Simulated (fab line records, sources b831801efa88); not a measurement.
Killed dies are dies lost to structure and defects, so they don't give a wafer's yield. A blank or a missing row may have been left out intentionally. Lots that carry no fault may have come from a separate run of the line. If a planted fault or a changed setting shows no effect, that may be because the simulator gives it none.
Which tool is to blame? | flow sky130 | 12 lots with 36 wafers sampled at 4 steps, on a route of 708 steps

## WHAT THE GAUGES READ, wafer by wafer
The record holds no reading of a measuring or inspecting step that can be judged against a usual standard deviation.

## EACH LOT AND THE TOOL THAT RAN IT (in order: tool; ch and the chambers of the sampled wafers; start)
lot  | SKY_LDD_N_IMPLANT_12            | SKY_LI_CONTACT_ETCH_15             | SKY_METAL1_DESCUM_17              | SKY_VIA1_CMP_24
L548 | implanter-01 ch 0, day 17 06:25 | rie-diel-01 ch 0,3, day 28 16:05   | rie-metal-02 ch 0,1, day 32 07:32 | cmp-01 ch 0,2,3, day 33 13:34
L549 | implanter-01 ch 0, day 17 18:14 | rie-diel-04 ch 0,1, day 29 04:13   | rie-metal-02 ch 0,1, day 32 18:31 | cmp-01 ch 0,1, day 34 00:20
L551 | implanter-01 ch 0, day 18 16:37 | rie-diel-04 ch 0,1,3, day 30 00:37 | rie-metal-04 ch 0,1, day 33 14:47 | cmp-01 ch 0,1,2, day 34 19:36
L553 | implanter-01 ch 0, day 19 01:17 | rie-diel-01 ch 1,2, day 30 04:50   | rie-metal-02 ch 0,1, day 33 20:17 | cmp-01 ch 0,2,3, day 35 01:47
L554 | implanter-01 ch 0, day 19 19:44 | rie-diel-02 ch 1,2,3, day 31 00:04 | rie-metal-04 ch 0,1, day 34 13:40 | cmp-02 ch 0,1,2, day 35 18:34
L559 | implanter-02 ch 0, day 21 18:07 | rie-diel-01 ch 0,2,3, day 32 17:35 | rie-metal-02 ch 1, day 36 06:50   | cmp-01 ch 1,2,3, day 37 11:04
L564 | implanter-02 ch 0, day 23 19:07 | rie-diel-02 ch 2,3, day 34 15:08   | rie-metal-04 ch 0,1, day 38 01:07 | cmp-02 ch 0,1,3, day 39 02:41
L565 | implanter-02 ch 0, day 23 23:22 | rie-diel-01 ch 1,2,3, day 34 18:28 | rie-metal-03 ch 0,1, day 38 03:08 | cmp-02 ch 1,2,3, day 39 05:15
L566 | implanter-02 ch 0, day 24 02:16 | rie-diel-02 ch 0,1,2, day 34 19:05 | rie-metal-04 ch 0,1, day 38 05:05 | cmp-02 ch 0,2,3, day 39 07:24
L567 | implanter-03 ch 0, day 24 09:17 | rie-diel-04 ch 0,2, day 35 02:35   | rie-metal-03 ch 0,1, day 38 12:32 | cmp-01 ch 0,1,3, day 39 14:57
L570 | implanter-03 ch 0, day 25 10:47 | rie-diel-02 ch 1,2,3, day 35 22:59 | rie-metal-02 ch 0,1, day 39 05:35 | cmp-02 ch 0,2,3, day 40 09:36
L571 | implanter-03 ch 0, day 26 02:01 | rie-diel-02 ch 0,1,3, day 36 14:26 | rie-metal-02 ch 1, day 39 21:26   | cmp-01 ch 2,3, day 41 00:46
- SKY_LDD_N_IMPLANT_12
- SKY_LI_CONTACT_ETCH_15: etches PSG in C4F8/O2/Ar, stops on Si, target depth 600 nm.
- SKY_METAL1_DESCUM_17: chemistry O2, time 8 s.
- SKY_VIA1_CMP_24: polishes, stops on SiO2, t overpolish 15 s, target thk 0 nm.

## WHAT THE TOOLS THEMSELVES READ (means of the sampled wafers that have a number; where no wafer has one, the mark that the record gives instead)
SKY_LDD_N_IMPLANT_12.
lot  | tool         | beam-energy-keV | dose-ions-cm2 | end-station-pressure-torr (Torr) | faraday-current-uA
L548 | implanter-01 | 50.014          | 5.001e+12     | 4.71e-06                         | 28.5
L549 | implanter-01 | 50.013          | 4.995e+12     | 4.98e-06                         | 27.9
L551 | implanter-01 | 49.994          | 4.998e+12     | 4.94e-06                         | 28.0
L553 | implanter-01 | 49.994          | 5.005e+12     | 5.15e-06                         | 27.8
L554 | implanter-01 | 50.003          | 5.007e+12     | 4.98e-06                         | 28.0
L559 | implanter-02 | 49.997          | 4.997e+12     | 5.28e-06                         | 28.4
L564 | implanter-02 | 49.997          | 4.999e+12     | 4.89e-06                         | 28.4
L565 | implanter-02 | 29.500          | 5.002e+12     | 5.03e-06                         | 28.4
L566 | implanter-02 | 29.447          | 5.003e+12     | 4.99e-06                         | 28.1
L567 | implanter-03 | 50.019          | 4.993e+12     | 5.00e-06                         | 28.4
L570 | implanter-03 | 50.001          | 4.999e+12     | 5.02e-06                         | 28.8
L571 | implanter-03 | 49.995          | 5.007e+12     | 5.23e-06                         | 28.0

SKY_LI_CONTACT_ETCH_15.
lot  | tool        | oes-product-au (a.u.)
L548 | rie-diel-01 | 0.836
L549 | rie-diel-04 | 0.834
L551 | rie-diel-04 | 0.839
L553 | rie-diel-01 | 0.838
L554 | rie-diel-02 | 0.837
L559 | rie-diel-01 | 0.835
L564 | rie-diel-02 | 0.836
L565 | rie-diel-01 | 0.839
L566 | rie-diel-02 | 0.835
L567 | rie-diel-04 | 0.839
L570 | rie-diel-02 | 0.843
L571 | rie-diel-02 | 0.840

SKY_METAL1_DESCUM_17.
lot  | tool         | drypump-motor-current-A (A) | oes-product-au (a.u.)
L548 | rie-metal-02 | 4.9                         | 1.005
L549 | rie-metal-02 | 4.9                         | 0.997
L551 | rie-metal-04 | 5.6                         | 0.998
L553 | rie-metal-02 | 4.9                         | 0.998
L554 | rie-metal-04 | 5.8                         | 0.987
L559 | rie-metal-02 | 4.8                         | 0.991
L564 | rie-metal-04 | 5.8                         | 1.003
L565 | rie-metal-03 | 5.8                         | 1.002
L566 | rie-metal-04 | 5.8                         | 1.001
L567 | rie-metal-03 | 6.3                         | 1.000
L570 | rie-metal-02 | 4.9                         | 1.005
L571 | rie-metal-02 | 4.8                         | 1.000

SKY_VIA1_CMP_24.
lot  | tool   | motor-current-A (A) | overpolish-run-s (s) | retaining-ring-pressure-frac | time-to-endpoint-s (s)
L548 | cmp-01 | 10.5                | 15.001               | 1.002                        | 66
L549 | cmp-01 | 11.2                | 15.006               | 0.998                        | 63
L551 | cmp-01 | 11.0                | 15.006               | 1.000                        | 61
L553 | cmp-01 | 10.4                | 15.003               | 1.001                        | 65
L554 | cmp-02 | 10.7                | 14.995               | 0.997                        | 67
L559 | cmp-01 | 9.9                 | 15.004               | 1.001                        | 68
L564 | cmp-02 | 10.1                | 14.994               | 1.000                        | 68
L565 | cmp-02 | 10.2                | 14.997               | 0.998                        | 69
L566 | cmp-02 | 10.9                | 14.995               | 0.998                        | 71
L567 | cmp-01 | 10.9                | 15.003               | 0.999                        | 63
L570 | cmp-02 | 10.9                | 14.999               | 1.001                        | 67
L571 | cmp-01 | 9.9                 | 14.998               | 1.000                        | 64

## THE ANSWER, worked out from the rows above alone
Rule: what is usual is taken from the lots themselves. Put in order of their means at a reading, lots are off if they are a third of the lots or fewer, leave a main group of 4 or more, and stand apart from it by a gap of 3 or more times the standard deviation of the main group's means; of several such gaps the widest counts. The tables above print the reading to a certain number of digits; a main group whose means all agree to those digits is not used. Also off: a lot with no number at a reading for which 4 or more lots have one. All remaining lots with rows at the step are treated as sound. Order of review: gauges by route order, followed by the tools' own readings, for which a lot's mean as printed above is used. The first step at which some lot is off is used, and at that step the reading that is off furthest; a lot without a number counts as furthest.
Off, at SKY_LDD_N_IMPLANT_12 on beam-energy-keV: L565, L566. Main group: mean 50.003, sd 0.0088.
A tool fits if, at that step or a process step before it, it ran every lot that is off, and no sound lot after the first of them. One candidate fits, namely implanter-02 at SKY_LDD_N_IMPLANT_12. A fault onset in the window from L564 (day 23 19:07, its last sound lot) to L565 (day 23 23:22, its first lot off) fits.
On the lots that are off, the tool's own readings at SKY_LDD_N_IMPLANT_12 differ by more than 5 times the standard deviation of the sound lots' means, which bears it out; beam-energy-keV reads 29.474 there versus 50.003 on the sound lots.

## WHAT HAD BEEN PUT IN BY THE SIMULATOR
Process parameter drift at SKY_LDD_N_IMPLANT_12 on implanter-02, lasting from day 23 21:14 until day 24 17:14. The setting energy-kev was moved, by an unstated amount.
Shown lots that were struck: L565, L566. The rule above found the same.
